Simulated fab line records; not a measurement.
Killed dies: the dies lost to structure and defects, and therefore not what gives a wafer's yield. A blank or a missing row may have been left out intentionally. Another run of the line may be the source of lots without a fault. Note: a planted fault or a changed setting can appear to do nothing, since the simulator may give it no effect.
Which tool did it?    flow sky130    Sampling: 14 lots, 42 wafers, 3 of 708 route steps

== WHAT THE GAUGES SHOWED, per wafer ==
SKY_VT_ADJUST_LVTN_OVL_MEAS_07.
lot   measured      on          VT_ADJUST_LVTN_OVL (nm)
L490  day 6 21:32   overlay-01  0.5 1.6 1.4
L493  day 7 12:26   overlay-01  0.2 -1.5 -1.8
L494  day 7 19:54   overlay-01  -1.6 -0.8 -0.7
L495  day 8 02:12   overlay-01  0.4 0.4 2.3
L497  day 8 19:29   overlay-01  0.9 0.3 -0.9
L498  day 9 02:05   overlay-01  1.0 0.9 0.9
L499  day 9 12:03   overlay-02  -1.4 0.1 -1.7
L500  day 9 12:26   overlay-01  -0.4 -0.4 -1.5
L505  day 11 10:41  overlay-01  -1.2 -0.8 -1.8
L509  day 12 08:29  overlay-02  -0.7 -1.7 0.6
L510  day 12 10:32  overlay-02  -1.5 -1.5 -1.3
L511  day 12 15:09  overlay-02  0.8 0.8 -0.8
L512  day 12 23:17  overlay-02  0.6 -1.1 0.5
L513  day 13 05:58  overlay-01  1.4 0.0 0.5

== WHAT TOOL EACH LOT RAN ON (gives the tool, then ch and the chambers of the sampled wafers, and finally the start) ==
lot   SKY_DNWELL_STRIP_08                  SKY_VT_ADJUST_HVTP_EXPOSE_04
L490  plasma-asher-03 ch 0,1, day 3 04:59  iline-stepper-02 ch 0, day 5 18:04
L493  plasma-asher-03 ch 0,1, day 3 18:32  iline-stepper-02 ch 0, day 6 07:48
L494  plasma-asher-01 ch 0,1, day 4 00:41  iline-stepper-01 ch 0, day 6 15:16
L495  plasma-asher-03 ch 0, day 4 05:36    iline-stepper-01 ch 0, day 6 20:13
L497  plasma-asher-03 ch 0, day 4 19:23    iline-stepper-01 ch 0, day 7 12:49
L498  plasma-asher-04 ch 0,1, day 5 02:32  iline-stepper-01 ch 0, day 7 18:59
L499  plasma-asher-01 ch 0,1, day 5 08:38  iline-stepper-02 ch 0, day 8 04:25
L500  plasma-asher-03 ch 0,1, day 5 09:02  iline-stepper-01 ch 0, day 8 04:56
L505  plasma-asher-03 ch 1, day 6 22:57    iline-stepper-01 ch 0, day 10 00:34
L509  plasma-asher-03 ch 0,1, day 7 14:36  iline-stepper-02, day 10 20:16
L510  plasma-asher-01 ch 0,1, day 7 15:34  iline-stepper-01, day 10 22:20
L511  plasma-asher-03 ch 0, day 7 21:11    iline-stepper-02 ch 0, day 11 03:16
L512  plasma-asher-03 ch 0, day 8 02:15    iline-stepper-01 ch 0, day 11 10:21
L513  plasma-asher-04 ch 0,1, day 8 10:13  iline-stepper-02 ch 0, day 11 18:07
- SKY_DNWELL_STRIP_08: strips in O2/N2.
- SKY_VT_ADJUST_HVTP_EXPOSE_04: exposes mask HVTPM, target cd 380 nm.

== AS READ BY THE TOOLS THEMSELVES (means over the sampled wafers that have a number; for cases with no such wafer, the mark the record gives instead) ==
SKY_DNWELL_STRIP_08.
lot   tool             drypump-motor-current-A (A)  n2-flow-sccm (sccm)  oes-product-au (a.u.)  strip-time-to-endpoint-s (s)
L490  plasma-asher-03  5.9                          313.4                0.725                  36.95
L493  plasma-asher-03  5.9                          313.4                0.722                  36.83
L494  plasma-asher-01  5.5                          313.0                0.726                  36.83
L495  plasma-asher-03  6.0                          313.2                0.726                  36.74
L497  plasma-asher-03  6.0                          312.7                0.721                  36.85
L498  plasma-asher-04  5.1                          314.1                0.720                  36.91
L499  plasma-asher-01  5.4                          313.8                0.720                  36.89
L500  plasma-asher-03  5.9                          313.2                0.723                  36.83
L505  plasma-asher-03  6.0                          313.0                0.723                  36.80
L509  plasma-asher-03  5.9                          313.2                0.720                  36.95
L510  plasma-asher-01  5.5                          313.6                0.721                  36.96
L511  plasma-asher-03  5.9                          313.4                0.726                  36.96
L512  plasma-asher-03  6.0                          314.8                0.726                  37.00
L513  plasma-asher-04  5.1                          312.3                0.725                  36.94

SKY_VT_ADJUST_HVTP_EXPOSE_04.
lot   tool              exposure-dose-mJ-cm2  focus-offset-nm (nm)  reticle-temp-C (C)
L490  iline-stepper-02  139.29                -0.6                  23.00
L493  iline-stepper-02  139.14                -0.1                  23.00
L494  iline-stepper-01  138.91                -0.9                  23.11
L495  iline-stepper-01  139.31                0.4                   23.05
L497  iline-stepper-01  139.20                -0.4                  23.01
L498  iline-stepper-01  139.21                -0.5                  23.03
L499  iline-stepper-02  139.26                0.1                   22.95
L500  iline-stepper-01  139.21                0.1                   23.04
L505  iline-stepper-01  139.33                0.0                   22.80
L509  iline-stepper-02  -                     -                     -
L510  iline-stepper-01  -                     -                     -
L511  iline-stepper-02  139.27                -0.0                  23.08
L512  iline-stepper-01  139.04                -0.4                  22.97
L513  iline-stepper-02  139.28                0.0                   23.04

== THE ANSWER, worked out from the rows above alone ==
Rule: the lots themselves supply what counts as usual. Put in order of their means at a reading, lots are off if they are a third of the lots or fewer, leave a main group of 4 or more, and stand apart from it by a gap of 3 or more times the standard deviation of the main group's means; of several such gaps the widest counts. The tables above print the reading to a certain number of digits; a main group whose means all agree to those digits is not used. A lot without any number at a reading at which 4 lots or more have one is off too. Any other lot the step has rows for is counted as sound. First the gauges in route order, then the tools' own readings, where a lot's mean is used as printed above. The first step at which some lot is off is used, and at that step the reading that is off furthest; a lot without a number counts as furthest.
Off, at SKY_VT_ADJUST_HVTP_EXPOSE_04 on exposure-dose-mJ-cm2: L509, L510. Without a number there: L509, L510. For the main group the mean is 139.20 and the standard deviation 0.12.
If a tool, at that step or one of the process steps before it, ran each lot that is off and ran no sound lot following the first of them, it fits. None of those tried fits.

== WHAT THE SIMULATOR HAD PUT IN ==
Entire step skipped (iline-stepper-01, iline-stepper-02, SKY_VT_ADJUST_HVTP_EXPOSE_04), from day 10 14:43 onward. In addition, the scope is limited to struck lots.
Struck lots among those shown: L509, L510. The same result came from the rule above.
